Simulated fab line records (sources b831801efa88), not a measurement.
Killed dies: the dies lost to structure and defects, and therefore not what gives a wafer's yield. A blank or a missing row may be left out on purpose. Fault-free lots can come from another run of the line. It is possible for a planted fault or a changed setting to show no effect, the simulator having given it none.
The tool behind it: which one? :: flow gf180mcu :: Sampling: 10 lots, 30 wafers, 6 of 602 route steps

WHAT THE GAUGES READ, wafer by wafer
GF_POLY_GATE_THK_MEAS_01.
lot: L578
measured: day 8 12:00
on: film_metro-04
POLY_GATE_CVD_00_THK (nm): 200.0 200.9 199.8

lot: L579
measured: day 8 16:55
on: film_metro-04
POLY_GATE_CVD_00_THK (nm): 199.8 198.7 200.6

lot: L580
measured: day 9 01:13
on: film_metro-03
POLY_GATE_CVD_00_THK (nm): 197.8 197.4 196.5

lot: L590
measured: day 12 00:39
on: film_metro-04
POLY_GATE_CVD_00_THK (nm): 181.1 182.8 180.5

lot: L591
measured: day 12 11:18
on: film_metro-04
POLY_GATE_CVD_00_THK (nm): 199.9 199.6 199.5

lot: L593
measured: day 12 18:20
on: film_metro-01
POLY_GATE_CVD_00_THK (nm): 199.7 200.7 200.3

lot: L594
measured: day 13 03:40
on: film_metro-03
POLY_GATE_CVD_00_THK (nm): 201.7 203.0 200.9

lot: L596
measured: day 13 18:59
on: film_metro-01
POLY_GATE_CVD_00_THK (nm): 200.1 199.3 198.5

lot: L597
measured: day 14 02:24
on: film_metro-03
POLY_GATE_CVD_00_THK (nm): 196.7 197.1 196.7

lot: L600
measured: day 14 20:35
on: film_metro-04
POLY_GATE_CVD_00_THK (nm): 199.0 199.1 200.3

GF_M2_THK_MEAS_06: measures by xrf.
lot: L578
measured: day 18 04:24
on: film_metro-01
M2_ALCU_THK (nm): 447 453 441

lot: L579
measured: day 18 13:05
on: film_metro-01
M2_ALCU_THK (nm): 450 441 451

lot: L580
measured: day 18 23:28
on: film_metro-01
M2_ALCU_THK (nm): 439 440 434

lot: L590
measured: day 22 19:32
on: film_metro-03
M2_ALCU_THK (nm): 439 441 439

lot: L591
measured: day 23 08:40
on: film_metro-04
M2_ALCU_THK (nm): 450 447 445

lot: L593
measured: day 23 16:25
on: film_metro-04
M2_ALCU_THK (nm): 442 445 443

lot: L594
measured: day 24 02:38
on: film_metro-04
M2_ALCU_THK (nm): 436 436 439

lot: L596
measured: day 24 18:19
on: film_metro-04
M2_ALCU_THK (nm): 444 444 445

lot: L597
measured: day 25 02:55
on: film_metro-03
M2_ALCU_THK (nm): 445 445 442

lot: L600
measured: day 25 21:26
on: film_metro-03
M2_ALCU_THK (nm): 445 446 446

WHAT TOOL EACH LOT RAN ON (gives the tool, then ch and the chambers of the sampled wafers, and finally the start)
lot: L578
GF_POLY_GATE_CVD_00: lpcvd-02 ch 0, day 8 10:40
GF_POLY_GATE_ETCH_13: rie_si-01 ch 0,2,3, day 9 05:59
GF_HV_LDD_STRIP_22: plasma_asher-03 ch 0,1, day 10 20:08
GF_V1_CMP_04: cmp-01 ch 0,1, day 17 03:19

lot: L579
GF_POLY_GATE_CVD_00: lpcvd-02 ch 0, day 8 15:34
GF_POLY_GATE_ETCH_13: rie_si-01 ch 0,2, day 9 10:26
GF_HV_LDD_STRIP_22: plasma_asher-01 ch 0,1, day 11 00:04
GF_V1_CMP_04: cmp-02 ch 0,3, day 17 11:37

lot: L580
GF_POLY_GATE_CVD_00: lpcvd-01 ch 1, day 8 23:52
GF_POLY_GATE_ETCH_13: rie_si-01 ch 0,3, day 9 18:47
GF_HV_LDD_STRIP_22: plasma_asher-03 ch 0,1, day 11 10:55
GF_V1_CMP_04: cmp-02 ch 0,1, day 17 22:14

lot: L590
GF_POLY_GATE_CVD_00: lpcvd-01 ch 0, day 11 23:19
GF_POLY_GATE_ETCH_13: rie_si-02 ch 0,1,2, day 12 20:32
GF_HV_LDD_STRIP_22: plasma_asher-04 ch 0,1, day 14 15:21
GF_V1_CMP_04: cmp-02 ch 0,1,2, day 21 17:50

lot: L591
GF_POLY_GATE_CVD_00: lpcvd-01 ch 1, day 12 09:57
GF_POLY_GATE_ETCH_13: rie_si-01 ch 0,1,2, day 13 07:35
GF_HV_LDD_STRIP_22: plasma_asher-01 ch 0,1, day 15 03:37
GF_V1_CMP_04: cmp-01 ch 0,1,2, day 22 07:13

lot: L593
GF_POLY_GATE_CVD_00: lpcvd-02 ch 1, day 12 17:00
GF_POLY_GATE_ETCH_13: rie_si-02 ch 0,1,3, day 13 15:02
GF_HV_LDD_STRIP_22: plasma_asher-01 ch 0,1, day 15 11:42
GF_V1_CMP_04: cmp-01 ch 0,1,2, day 22 15:46

lot: L594
GF_POLY_GATE_CVD_00: lpcvd-02 ch 1, day 13 02:20
GF_POLY_GATE_ETCH_13: rie_si-01 ch 2,3, day 14 00:29
GF_HV_LDD_STRIP_22: plasma_asher-01 ch 1, day 15 21:23
GF_V1_CMP_04: cmp-02 ch 0,2,3, day 23 01:33

lot: L596
GF_POLY_GATE_CVD_00: lpcvd-02 ch 0, day 13 17:38
GF_POLY_GATE_ETCH_13: rie_si-02 ch 0,1,2, day 14 15:38
GF_HV_LDD_STRIP_22: plasma_asher-01 ch 0,1, day 16 12:58
GF_V1_CMP_04: cmp-02 ch 0,1, day 23 18:01

lot: L597
GF_POLY_GATE_CVD_00: lpcvd-01 ch 1, day 14 01:04
GF_POLY_GATE_ETCH_13: rie_si-02 ch 0,1,2, day 14 23:29
GF_HV_LDD_STRIP_22: plasma_asher-03 ch 0,1, day 16 21:36
GF_V1_CMP_04: cmp-01 ch 1,2,3, day 24 03:20

lot: L600
GF_POLY_GATE_CVD_00: lpcvd-02 ch 1, day 14 19:14
GF_POLY_GATE_ETCH_13: rie_si-01 ch 0,1,2, day 15 19:53
GF_HV_LDD_STRIP_22: plasma_asher-01 ch 0,1, day 17 18:11
GF_V1_CMP_04: cmp-01 ch 0,1, day 24 22:13
- GF_POLY_GATE_CVD_00: deposits poly-Si, target thk 200 nm, time 1200 s.
- GF_POLY_GATE_ETCH_13: etches poly-Si in HBr/Cl2, stops on SiO2, target depth 198.5 nm, time 69.6 s.
- GF_HV_LDD_STRIP_22: strips in O2/N2.
- GF_V1_CMP_04: polishes SiO2.

AS READ BY THE TOOLS THEMSELVES (means over the sampled wafers that have a number; for cases with no such wafer, the mark the record gives instead)
GF_POLY_GATE_CVD_00.
lot: L578
tool: lpcvd-02
spike_tc_upper_C (C): 619.2
zone_power_lower_pct (%): 9.1

lot: L579
tool: lpcvd-02
spike_tc_upper_C (C): 621.0
zone_power_lower_pct (%): 9.2

lot: L580
tool: lpcvd-01
spike_tc_upper_C (C): 619.2
zone_power_lower_pct (%): 8.4

lot: L590
tool: lpcvd-01
spike_tc_upper_C (C): 620.9
zone_power_lower_pct (%): 8.4

lot: L591
tool: lpcvd-01
spike_tc_upper_C (C): 620.1
zone_power_lower_pct (%): 8.3

lot: L593
tool: lpcvd-02
spike_tc_upper_C (C): 618.8
zone_power_lower_pct (%): 8.2

lot: L594
tool: lpcvd-02
spike_tc_upper_C (C): 619.0
zone_power_lower_pct (%): 8.1

lot: L596
tool: lpcvd-02
spike_tc_upper_C (C): 620.5
zone_power_lower_pct (%): 9.0

lot: L597
tool: lpcvd-01
spike_tc_upper_C (C): 620.5
zone_power_lower_pct (%): 8.4

lot: L600
tool: lpcvd-02
spike_tc_upper_C (C): 619.5
zone_power_lower_pct (%): 8.2

GF_POLY_GATE_ETCH_13.
lot: L578
tool: rie_si-01
drypump_motor_current_A (A): 5.7
oes_product_au (a.u.): 0.996
throttle_valve_pct (%): 33.687

lot: L579
tool: rie_si-01
drypump_motor_current_A (A): 6.2
oes_product_au (a.u.): 0.992
throttle_valve_pct (%): 33.675

lot: L580
tool: rie_si-01
drypump_motor_current_A (A): 5.5
oes_product_au (a.u.): 0.984
throttle_valve_pct (%): 33.684

lot: L590
tool: rie_si-02
drypump_motor_current_A (A): 6.2
oes_product_au (a.u.): 0.935
throttle_valve_pct (%): 33.693

lot: L591
tool: rie_si-01
drypump_motor_current_A (A): 5.9
oes_product_au (a.u.): 0.985
throttle_valve_pct (%): 33.677

lot: L593
tool: rie_si-02
drypump_motor_current_A (A): 6.1
oes_product_au (a.u.): 0.989
throttle_valve_pct (%): 33.679

lot: L594
tool: rie_si-01
drypump_motor_current_A (A): 5.3
oes_product_au (a.u.): 1.000
throttle_valve_pct (%): 33.675

lot: L596
tool: rie_si-02
drypump_motor_current_A (A): 6.1
oes_product_au (a.u.): 0.978
throttle_valve_pct (%): 33.688

lot: L597
tool: rie_si-02
drypump_motor_current_A (A): 6.2
oes_product_au (a.u.): 0.979
throttle_valve_pct (%): 33.686

lot: L600
tool: rie_si-01
drypump_motor_current_A (A): 5.9
oes_product_au (a.u.): 0.987
throttle_valve_pct (%): 33.680

GF_HV_LDD_STRIP_22.
lot: L578
tool: plasma_asher-03
drypump_motor_current_A (A): 6.2
heater_power_w (W): 333
o2_flow_sccm (sccm): 3005
oes_product_au (a.u.): 0.718
strip_time_to_endpoint_s (s): 12.64

lot: L579
tool: plasma_asher-01
drypump_motor_current_A (A): 6.0
heater_power_w (W): 331
o2_flow_sccm (sccm): 2998
oes_product_au (a.u.): 0.717
strip_time_to_endpoint_s (s): 12.62

lot: L580
tool: plasma_asher-03
drypump_motor_current_A (A): 6.0
heater_power_w (W): 335
o2_flow_sccm (sccm): 2994
oes_product_au (a.u.): 0.718
strip_time_to_endpoint_s (s): 12.61

lot: L590
tool: plasma_asher-04
drypump_motor_current_A (A): 5.6
heater_power_w (W): 340
o2_flow_sccm (sccm): 3006
oes_product_au (a.u.): 0.714
strip_time_to_endpoint_s (s): 12.63

lot: L591
tool: plasma_asher-01
drypump_motor_current_A (A): 6.0
heater_power_w (W): 341
o2_flow_sccm (sccm): 2999
oes_product_au (a.u.): 0.716
strip_time_to_endpoint_s (s): 12.61

lot: L593
tool: plasma_asher-01
drypump_motor_current_A (A): 6.0
heater_power_w (W): 332
o2_flow_sccm (sccm): 2998
oes_product_au (a.u.): 0.716
strip_time_to_endpoint_s (s): 12.66

lot: L594
tool: plasma_asher-01
drypump_motor_current_A (A): 6.0
heater_power_w (W): 348
o2_flow_sccm (sccm): 2988
oes_product_au (a.u.): 0.719
strip_time_to_endpoint_s (s): 12.63

lot: L596
tool: plasma_asher-01
drypump_motor_current_A (A): 6.0
heater_power_w (W): 336
o2_flow_sccm (sccm): 3000
oes_product_au (a.u.): 0.716
strip_time_to_endpoint_s (s): 12.65

lot: L597
tool: plasma_asher-03
drypump_motor_current_A (A): 6.3
heater_power_w (W): 338
o2_flow_sccm (sccm): 3004
oes_product_au (a.u.): 0.720
strip_time_to_endpoint_s (s): 12.60

lot: L600
tool: plasma_asher-01
drypump_motor_current_A (A): 6.0
heater_power_w (W): 340
o2_flow_sccm (sccm): 3011
oes_product_au (a.u.): 0.715
strip_time_to_endpoint_s (s): 12.66

GF_V1_CMP_04.
lot: L578
tool: cmp-01
head_pressure_psi (psi): 4.001
motor_current_A (A): 11.9
time_to_endpoint_s (s): 88

lot: L579
tool: cmp-02
head_pressure_psi (psi): 4.007
motor_current_A (A): 11.2
time_to_endpoint_s (s): 78

lot: L580
tool: cmp-02
head_pressure_psi (psi): 4.000
motor_current_A (A): 12.0
time_to_endpoint_s (s): 85

lot: L590
tool: cmp-02
head_pressure_psi (psi): 3.996
motor_current_A (A): 12.3
time_to_endpoint_s (s): 87

lot: L591
tool: cmp-01
head_pressure_psi (psi): 4.013
motor_current_A (A): 11.7
time_to_endpoint_s (s): 78

lot: L593
tool: cmp-01
head_pressure_psi (psi): 3.995
motor_current_A (A): 12.1
time_to_endpoint_s (s): 72

lot: L594
tool: cmp-02
head_pressure_psi (psi): 3.994
motor_current_A (A): 11.5
time_to_endpoint_s (s): 75

lot: L596
tool: cmp-02
head_pressure_psi (psi): 4.000
motor_current_A (A): 11.5
time_to_endpoint_s (s): 76

lot: L597
tool: cmp-01
head_pressure_psi (psi): 3.997
motor_current_A (A): 12.7
time_to_endpoint_s (s): 79

lot: L600
tool: cmp-01
head_pressure_psi (psi): 4.000
motor_current_A (A): 12.3
time_to_endpoint_s (s): 78

THE ANSWER, worked out from the rows above alone
Rule: the usual values come from the lots themselves. The widest of any qualifying gaps counts: lots, ordered by their means at a reading, are off when they make up no more than a third of the lots, leave a main group of 4 or more, and stand apart from it by 3 or more times the standard deviation of that group's means. Not used: any main group whose means are identical at the precision the tables above print for the reading. A lot without any number at a reading at which 4 lots or more have one is off too. All remaining lots with rows at the step are treated as sound. The gauges are gone through in route order, then the tools' own readings, and for those a lot's mean is taken as printed above. The first step at which some lot is off is used, and at that step the reading that is off furthest; a lot without a number counts as furthest.
Off: L590, seen at GF_POLY_GATE_THK_MEAS_01 (POLY_GATE_CVD_00_THK). The main group has a mean of 199.4 nm with a standard deviation of 1.5.
If a tool, at a process step before that reading, ran all the lots that are off and no sound lot after the first of them, it fits. The gauges at GF_POLY_GATE_THK_MEAS_01 aren't tried: what is off there is off at GF_POLY_GATE_ETCH_13 too, on other tools, and a gauge's error can't cause that. No candidate that was tried fits.

WHAT HAD BEEN PUT IN BY THE SIMULATOR
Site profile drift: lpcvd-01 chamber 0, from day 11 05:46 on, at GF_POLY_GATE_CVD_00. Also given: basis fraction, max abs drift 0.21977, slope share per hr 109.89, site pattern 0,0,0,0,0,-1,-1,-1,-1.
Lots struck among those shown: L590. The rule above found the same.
